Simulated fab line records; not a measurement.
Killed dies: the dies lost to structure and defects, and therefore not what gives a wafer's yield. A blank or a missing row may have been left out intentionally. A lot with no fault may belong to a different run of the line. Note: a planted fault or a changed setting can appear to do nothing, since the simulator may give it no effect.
Code-filled problem report in 8D (eight disciplines) form -- flow gf180mcu -- the parts of the form that need people (team, actions taken, sign-off) are left out

1. THE PROBLEM
developer-temp-C at GF_M5_DEVELOP_06 reads a mean of 21.83 C on 9 wafers of 3 lots; wafers without a fault read 20.99 C with a standard deviation of 0.11. Measured from the usual mean, that is +7.6 standard deviations.
The step: develop time 60 s.
First seen on wafer L216.1, day 30 15:36, on litho-track-01. The record has a number at this step for 42 wafers belonging to 14 lots. The rule behind "out" and "out of limits": a value lying over 4 standard deviations away from the usual mean. All remaining wafers that have a number are taken as sound.

2. WHAT IT IS; WHAT IT IS NOT
question,is,is not
which readings at this step,developer-temp-C,-
which lots,"L216, L218, L219","L204, L206, L207, L208, L210, L211, L212, L220, L221, L223, L224"
which wafers of those lots,all that have a number,-
read on which tools,litho-track-01,"litho-track-02, litho-track-04"
when,from day 30 15:36,"up to then (21 sound wafers); but 12 sound wafers of L220, L221, L223, L224 came after"

3. WHAT RULES OUT EACH SUSPECT
Counting: any tool at a process step up to the reading is kept as a suspect provided that every lot that is out went through it and no sound lot did after the first of them.
- litho-track-01 at GF_M5_DEVELOP_06 (develop time 60 s): kept. It ran every lot that is out, first L216 (day 30 15:36), and no sound lot after that; its last sound lot up to then is L212 (day 29 12:54). Its own developer-temp-C readings are out on those wafers.
After counting, what remains is litho-track-01 at GF_M5_DEVELOP_06.

4. THE CAUSE (what the simulator had put in)
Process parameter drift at GF_M5_DEVELOP_06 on litho-track-01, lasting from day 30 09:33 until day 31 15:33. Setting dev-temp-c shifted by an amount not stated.
Counting left only this tool.

5. SEQUENCE OF EFFECTS, ordered by route
Each row: a reading whose mean over the struck wafers that have a number lies more than 3 standard deviations from the usual. Only readings whose record carries a usual standard deviation are examined. hours: median over the lots of the time between each lot's start at the first step of this table that gives one and its start at this step. sigmas: the change, counted in usual standard deviations.
hours,step,reading,usual,on struck wafers,change,sigmas
0,GF_M5_DEVELOP_06,developer-temp-C,20.99 C,21.83,+0.84,+7.6
Here are the process steps it includes:
- GF_M5_DEVELOP_06: develop time 60 s.
Later measuring or inspecting steps at which every struck wafer that the step has a row for has a number for every such reading, and none has moved that far: GF_V5_CD_MEAS_14.

6. HOW IT WOULD HAVE BEEN CAUGHT EARLIER
6 hours passed between the start of the fault at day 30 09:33 and the first reading out of limits in this record, taken at day 30 15:36.
